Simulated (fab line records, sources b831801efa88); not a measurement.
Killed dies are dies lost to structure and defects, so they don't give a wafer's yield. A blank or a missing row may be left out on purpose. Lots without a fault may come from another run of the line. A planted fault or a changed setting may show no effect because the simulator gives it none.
fab line records | flow sky130
record lots=5 wafers=15 last_day=50
route steps=708 shown CAPM@539 METAL3@555 VIA3@573 PAD_OPEN@708
lots that met no fault: from a run of the same line without faults
start_h: hours from the record's first day to the start of the lot's first wafer shown | wait_h: hours since the lot's step before | " the same as in the row above | L1.1+2: a row that stands for several wafers | - no value, or no start given | * or withheld: withheld | < > ~ a bound
route shown NAME@n: a module of which the file shows steps, and the number in the route of the first | usual: mean/standard deviation of fault-free wafers | same: alike in all rows | chamber/n: place in a boat | sites: the reading at each site | _std_site: their standard deviation | _edge_site: outer sites' mean less inner sites' | radius_mm: how far each site lies from the wafer's centre | mask NAME#n: copy n | behind: the tool/chamber that last shaped the wafer | hold: why the lot was held/for how many hours/how that ended | device: the transistor (n, p or np) that didn't switch | end of line: the same wafers' tests at the end of the route | a step without rows: its recipe alone | killed: dies lost to structure and defects at the first sort, not the wafer's yield | map: a wafer's dies, x killed, . not, _ none there
set.NAME: the setting as run; set.NAME@STEP: as run at that earlier step | model.NAME: the simulator's own value behind a step, which no gauge read
lots at some steps of the route; a table a step, a row a wafer
services: from which hour (start_h, from the record's first day; less than 0 if before it) a tool's chamber was out of use, for how many hours, and why
## steps
# step SKY_CAPM_SPUTTER_02
# recipe material=TiN target_thk_nm=200 temp_c=300 power_w=6691 time_s=166.7 chamber_pressure_pa=0.4
# step SKY_CAPM_DEHYDRATE_05
# recipe temp_c=200 time_s=60
# step SKY_CAPM_HMDS_06
# recipe prime_time_s=60 prime_temp_c=120
# step SKY_CAPM_COAT_07
# recipe resist=NOVOLAK spin_rpm=3000 resist_thk_nm=1140
# step SKY_CAPM_SOFTBAKE_08
# recipe temp_c=90 time_s=60 resist=NOVOLAK
# step SKY_CAPM_EXPOSE_09
# recipe mask_id=CAPM na=0.6 source_shape=conventional sigma_outer=0.6 polarization=unpolarized target_cd_nm=1000 dose_mj=159
# step SKY_CAPM_PEB_10
# recipe temp_c=withheld time_s=* resist=NOVOLAK
# step SKY_CAPM_DEVELOP_11
# recipe resist=NOVOLAK developer=TMAH develop_time_s=60 dev_temp_c=23
# step SKY_CAPM_METAL_ETCH_13
# recipe target_depth_nm=220 stop_on=SiO2 chemistry=Cl2/BCl3 target=TiN pressure_mtorr=10 icp_w=900 bias_w=48.5 Cl2_flow_sccm=60 bcl3_flow_sccm=30 time_s=62.9
# step SKY_CAPM_STRIP_14
# recipe chemistry=O2/N2 power_w=1400 pressure_mtorr=1500 platen_temp_c=withheld o2_flow_sccm=3000 n2_flow_sccm=300 overash_fraction=0.5
# usual drypump_motor_current_A=5.5/0.43 oes_product_au=0.710/0.0044 strip_time_to_endpoint_s=12.66/0.047
# same overash_fraction=0.5
# columns lot.wafer tool chamber start_h wait_h drypump_motor_current_A oes_product_au rf_hours_counter_h strip_time_to_endpoint_s
L615.1 plasma_asher-01 1 866.90 0.1 5.5 0.709 13 12.66
L615.3 " 1 " " 5.5 0.709 - 12.66
L615.6 " 0 " " 5.3 0.715 - 12.69
L629.2 plasma_asher-01 0 1000.91 0.1 5.3 0.714 25 12.64
L629.3 " 1 " " 5.5 0.714 - 12.60
L629.4 " 0 " " 5.3 0.713 - 12.63
L632.1 plasma_asher-01 1 1013.31 0.1 5.5 0.706 26 12.62
L632.5 " 1 " " 5.5 0.709 - 12.61
L632.6 " 0 " " 5.3 0.713 - 12.57
L631.2 plasma_asher-01 0 1013.90 0.1 5.2 0.711 26 12.67
L631.4 " 1 " " 5.5 0.711 - 12.67
L631.5 " 0 " " 5.3 0.705 - 12.67
L634.2 plasma_asher-03 0 1019.06 0.1 5.8 0.715 60 12.69
L634.4 " 0 " " 5.8 0.706 - 12.68
L634.6 " 0 " " 5.8 0.707 - 12.64
# step SKY_CAPM_STRIP_15
# recipe chemistry=post_etch_residue_remover time_s=1200 temp_c=72.5
# step SKY_CAPM_CLEAN_16
# recipe chemistry=IPA time_s=180 temp_c=25
# step SKY_CAPM_CLEAN_17
# recipe chemistry=O3/DIW dry=n2_spin
# step SKY_METAL3_DEHYDRATE_05
# recipe temp_c=200 time_s=60
# step SKY_METAL3_HMDS_06
# recipe prime_time_s=60 prime_temp_c=120
# step SKY_METAL3_COAT_07
# recipe resist=BARC temp_c=withheld time_s=withheld spin_rpm=3000 resist_thk_nm=60
# step SKY_METAL3_COAT_08
# recipe resist=KrF-thick spin_rpm=3000 resist_thk_nm=1140
# step SKY_METAL3_SOFTBAKE_09
# recipe temp_c=100 time_s=90 resist=KrF-thick
# step SKY_METAL3_EXPOSE_10
# recipe mask_id=MM3 na=0.68 source_shape=annular sigma_inner=0.4 sigma_outer=0.8 target_cd_nm=300 dose_mj=28
# step SKY_METAL3_PEB_11
# recipe peb_temp_c=withheld peb_time_s=withheld resist=KrF-thick
# step SKY_METAL3_DEVELOP_12
# recipe develop_time_s=60 resist=KrF-thick dev_temp_c=21
# step SKY_METAL3_DESCUM_15
# recipe chemistry=O2 source_power_w=150 bias_power_w=0 pressure_mtorr=10 temp_c=40 time_s=8
# step SKY_METAL3_ETCH_16
# recipe chemistry=N2/H2 target=BARC ion_energy_ev=200 bias_w=101.9 pressure_mtorr=30 n2_flow_sccm=100 h2_flow_sccm=200 icp_w=500 stop_on=SiO2 time_s=88.2 target_depth_a=600
# step SKY_METAL3_ETCH_17
# recipe target=SiO2 stop_on=TiN chemistry=C4F8/O2/Ar source_w=1500 bias_w=1153 pressure_mtorr=40 c4f8_flow_sccm=withheld O2_flow_sccm=6 Ar_flow_sccm=300 time_s=3.9 target_depth_a=150
# step SKY_METAL3_METAL_ETCH_18
# recipe target_depth_a=8450 stop_on=SiO2 over_etch_frac=0.3 time_s=183.1 chemistry=Cl2/BCl3 resist_sidewall_deg=88 pressure_mtorr=10 icp_w=900 bias_w=48.5 Cl2_flow_sccm=60 bcl3_flow_sccm=30
# step SKY_METAL3_STRIP_19
# recipe chemistry=O2/N2 power_w=1400 pressure_mtorr=1500 platen_temp_c=withheld o2_flow_sccm=3000 n2_flow_sccm=300 overash_fraction=0.5
# step SKY_METAL3_STRIP_20
# recipe chemistry=post_etch_residue_remover time_s=1200 temp_c=72.5
# step SKY_METAL3_CLEAN_21
# recipe chemistry=IPA time_s=180 temp_c=25
# step SKY_METAL3_CLEAN_22
# recipe chemistry=O3/DIW dry=n2_spin
# step SKY_VIA3_HDPCVD_00
# recipe material=SiO2 target_thk_nm=1635 sigma_open_frac=0.3 time_s=272.5 temp_c=400 sih4_flow_sccm=60 pressure_mtorr=6
# step SKY_VIA3_CMP_02
# recipe material=SiO2 down_force_psi=4 platen_rpm=60 pad_velocity_m_s=0.94248
# step SKY_VIA3_DEHYDRATE_04
# recipe temp_c=200 time_s=60
# step SKY_VIA3_HMDS_05
# recipe prime_time_s=60 prime_temp_c=120
# step SKY_VIA3_COAT_06
# recipe resist=BARC temp_c=withheld time_s=withheld spin_rpm=3000 resist_thk_nm=60
# step SKY_VIA3_COAT_07
# recipe resist=KrF-thick spin_rpm=3000 resist_thk_nm=450
# step SKY_PAD_OPEN_PROBE_99
# usual defect_limited_yield=82.5/1.9 killed_at_M0_to_M3=42/6.4 killed_at_M4_up=2.9/1.7 killed_at_contacts=25/5.2 killed_at_front_end=16/4.4 killed_at_other=0.4/0.65 killed_dies=86/9.2 killed_open=47/6.6 killed_short=39/5.8 sort_bin_3_pad_short=0.9/0.42 sort_bin_5_function=10.4/1.5 sort_bin_6_memory=6.3/1 sort_n_pass=406/9.2 sort_yield_pct=82.5/1.9
# same gross_dies=492 killed_at_back_side=0 sort_bin_4_leakage[%]=0 sort_bin_8_speed[%]=0
# columns lot.wafer tool chamber start_h wait_h defect_limited_yield[%] killed_at_M0_to_M3 killed_at_M4_up killed_at_contacts killed_at_front_end killed_at_other killed_dies killed_open killed_short sort_bin_3_pad_short[%] sort_bin_5_function[%] sort_bin_6_memory[%] sort_n_pass sort_yield_pct[%] model.etest.tester.sort_n_pass model.etest.tester.sort_yield_pct model.etest.tester.sort_bin_5_pct model.etest.tester.sort_bin_3_pct
L629.2 prober-02 - 1177.33 0.1 70.5 33 4 21 19 68 145 41 36 5.9 17.1 6.5 347 70.5 347 70.53 17.07 5.894
L629.3 prober-02 - 1177.38 0.2 76.6 38 4 16 18 39 115 38 39 4.1 13.6 5.7 377 76.6 377 76.63 13.62 4.065
L629.4 prober-02 - 1177.43 0.2 68.7 35 7 22 21 69 154 36 49 5.5 20.1 5.7 338 68.7 338 68.7 20.12 5.488
L632.1 prober-01 - 1183.16 0.1 77.8 30 2 20 12 45 109 34 30 4.3 11.2 6.7 383 77.8 383 77.85 11.18 4.268
L632.5 prober-01 - 1183.36 0.2 78.5 39 1 13 8 45 106 40 21 2.4 12.8 6.3 386 78.5 386 78.46 12.8 2.439
L632.6 prober-01 - 1183.41 0.2 71.3 44 0 12 18 67 141 34 40 5.7 16.1 6.9 351 71.3 351 71.34 16.06 5.691
L631.2 prober-02 - 1185.52 0.1 69.7 44 1 23 14 67 149 39 43 4.7 17.7 7.9 343 69.7 343 69.72 17.68 4.675
L631.4 prober-02 - 1185.62 0.2 74.6 43 2 23 10 47 125 39 39 4.9 14.4 6.1 367 74.6 367 74.59 14.43 4.878
L631.5 prober-02 - 1185.67 0.2 69.1 38 8 20 20 66 152 47 39 5.3 17.5 8.1 340 69.1 340 69.11 17.48 5.285
L634.2 prober-02 - 1188.32 0.1 82.1 45 1 28 14 0 88 45 43 1.6 10.2 6.1 404 82.1 404 82.11 10.16 1.626
L634.4 prober-02 - 1188.42 0.2 80.9 48 1 30 15 0 94 51 43 1.2 11.2 6.7 398 80.9 398 80.89 11.18 1.22
L634.6 prober-02 - 1188.52 0.2 81.5 43 3 25 20 0 91 51 40 0.8 11.8 5.9 401 81.5 401 81.5 11.79 0.813
# killed by level:class
L629.2 CAPM:unspecified=68 LI_CONTACT:geometric_particle:open=7 VIA1:geometric_particle:short=7 VIA1:geometric_particle:open=7 FIELD_ISO:geometric_particle:short=6 FIELD_ISO:geometric_particle:open=6 VIA3:geometric_particle:open=5 CONTACT:geometric_particle:open=4
L629.3 CAPM:unspecified=38 VIA1:geometric_particle:open=9 FIELD_ISO:geometric_particle:open=7 CONTACT:geometric_particle:open=7 METAL2:geometric_particle:short=7 FIELD_ISO:geometric_particle:short=5 METAL1:geometric_particle:short=5 METAL3:geometric_particle:short=5
L629.4 CAPM:unspecified=69 LI_CONTACT:geometric_particle:open=11 FIELD_ISO:geometric_particle:short=10 METAL4:geometric_particle:short=6 METAL2:geometric_particle:short=6 METAL1:geometric_particle:short=5 VIA1:geometric_particle:open=5 CONTACT:geometric_particle:short=4
L632.1 CAPM:unspecified=45 CONTACT:geometric_particle:short=7 VIA2:geometric_particle:open=6 VIA1:geometric_particle:open=6 FIELD_ISO:geometric_particle:short=5 CONTACT:geometric_particle:open=5 LOCAL_INTERCONNECT:geometric_particle:short=4 METAL3:geometric_particle:short=4
L632.5 CAPM:unspecified=45 VIA1:geometric_particle:open=15 LI_CONTACT:geometric_particle:open=5 VIA2:geometric_particle:open=5 VIA1:geometric_particle:short=4 METAL3:geometric_particle:short=4 VIA3:geometric_particle:open=4 LI_CONTACT:geometric_particle:short=3
L632.6 CAPM:unspecified=66 VIA1:geometric_particle:open=13 METAL1:geometric_particle:short=8 VIA1:geometric_particle:short=6 FIELD_ISO:geometric_particle:short=5 LOCAL_INTERCONNECT:geometric_particle:short=5 VIA2:geometric_particle:open=5 POLY_GATE:geometric_particle:open=3
L631.2 CAPM:unspecified=67 VIA1:geometric_particle:open=11 CONTACT:geometric_particle:open=7 POLY_GATE:geometric_particle:short=5 LI_CONTACT:geometric_particle:open=5 METAL1:geometric_particle:short=5 LOCAL_INTERCONNECT:geometric_particle:short=4 CONTACT:geometric_particle:short=4
L631.4 CAPM:unspecified=47 LI_CONTACT:geometric_particle:open=7 CONTACT:geometric_particle:open=7 VIA1:geometric_particle:open=6 METAL2:geometric_particle:short=6 METAL3:geometric_particle:short=6 VIA1:geometric_particle:short=5 VIA3:geometric_particle:open=5
L631.5 CAPM:unspecified=65 VIA1:geometric_particle:open=9 FIELD_ISO:geometric_particle:open=8 METAL1:geometric_particle:short=8 CONTACT:geometric_particle:open=7 VIA2:geometric_particle:open=6 LI_CONTACT:geometric_particle:open=5 CONTACT:geometric_particle:short=5
L634.2 VIA1:geometric_particle:open=13 LI_CONTACT:geometric_particle:open=10 METAL2:geometric_particle:short=9 CONTACT:geometric_particle:open=6 CONTACT:geometric_particle:short=6 VIA1:geometric_particle:short=6 VIA3:geometric_particle:open=6 FIELD_ISO:geometric_particle:short=5
L634.4 VIA2:geometric_particle:open=10 CONTACT:geometric_particle:open=9 VIA1:geometric_particle:open=9 FIELD_ISO:geometric_particle:open=7 CONTACT:geometric_particle:short=7 VIA1:geometric_particle:short=7 LI_CONTACT:geometric_particle:open=6 METAL2:geometric_particle:short=6
L634.6 CONTACT:geometric_particle:open=11 METAL2:geometric_particle:short=9 VIA1:geometric_particle:open=8 LI_CONTACT:geometric_particle:open=7 FIELD_ISO:geometric_particle:short=6 METAL1:geometric_particle:short=6 VIA1:geometric_particle:short=6 POLY_GATE:geometric_particle:open=5
# map L629.4 (x killed, . not)
__________.........x_________
________x...........xx_______
______.x..x.......x...x._____
_____........x.x.x.xx..x.____
____........x.xxx.x.xx....___
___...........xxxxxxxx.x...__
__..x........xxxxxxxxxxx.x.._
_x....x..x.....xxxxxxxxx....x
_..x.x..xx...xxxxxxxxxxx.....
_.........x..xxxxxxxxxxx.....
_...xx.x......xxxxxxxxx..x.x.
_.........x...x.xxxxx.x......
_.x..x..........xx.xx.xx.xxxx
_.x............xxx..x.......x
_x..x.....xx....x...x.x...x..
__.x.........xx.....x..xx..._
___....xx..x........x......__
____....x......x..........___
_____........x......xx...____
______..x.x.xx.......x.._____
________......xx......_______
__________....x....._________
# map L631.5 (x killed, . not)
__________........xx_________
________.............x_______
______.x.x.....x....x..x_____
_____..x....x...xxx..x...____
____............xxx.......___
___.xx.....x.x..xxxxxxx..x.__
__.x..x.....x.xxxxxxxx......_
_......x.......xxxxxxxxx.x.x.
_....xx.x...xxxxxxxxxxx...x..
_..x....x.x...xxxxxxxxxxxx.x.
_x.....x..x....xxxxxx.xx.....
_..x.x...........xxxxxx.....x
_...x.xx......xx..xx.x.......
_x..x..x...........xx........
_....x............x..........
__x.x.x........x..x........._
___x.x.........xx.xxx......__
____.x..............x..x.x___
_____.x.xxx.......xx..x..____
______....x..xx........x_____
________.x.....x..xx.x_______
__________...x...x.._________
## services
# columns tool chamber start_h hours kind
plasma_asher-03 - 881.48 0.7 repair
plasma_asher-03 - 936.46 2.5 repair
plasma_asher-01 - 966.93 14.9 repair
## key
first_sign step=SKY_PAD_OPEN_PROBE_99 reading=killed_at_other direction=up sigmas=57 usual=0.4 struck=57
effect step=SKY_PAD_OPEN_PROBE_99 reading=sort_bin_3_pad_short direction=up sigmas=9.3 usual=0.9 struck=4.7
model_effect step=SKY_PAD_OPEN_PROBE_99 value=etest.tester.sort_n_pass without=408.8 struck=359.1
met_at SKY_CAPM_STRIP_14
struck_wafers L629.2,L629.3,L629.4,L631.2,L631.4,L631.5,L632.1,L632.5,L632.6
onset_between 866.90 1000.91
fault kind=chamber_particle_source tool=plasma_asher-01 chamber=- onset_h=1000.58 steps=SKY_CAPM_STRIP_14 rate_per_visit_cm2=1.8475 end_h=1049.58
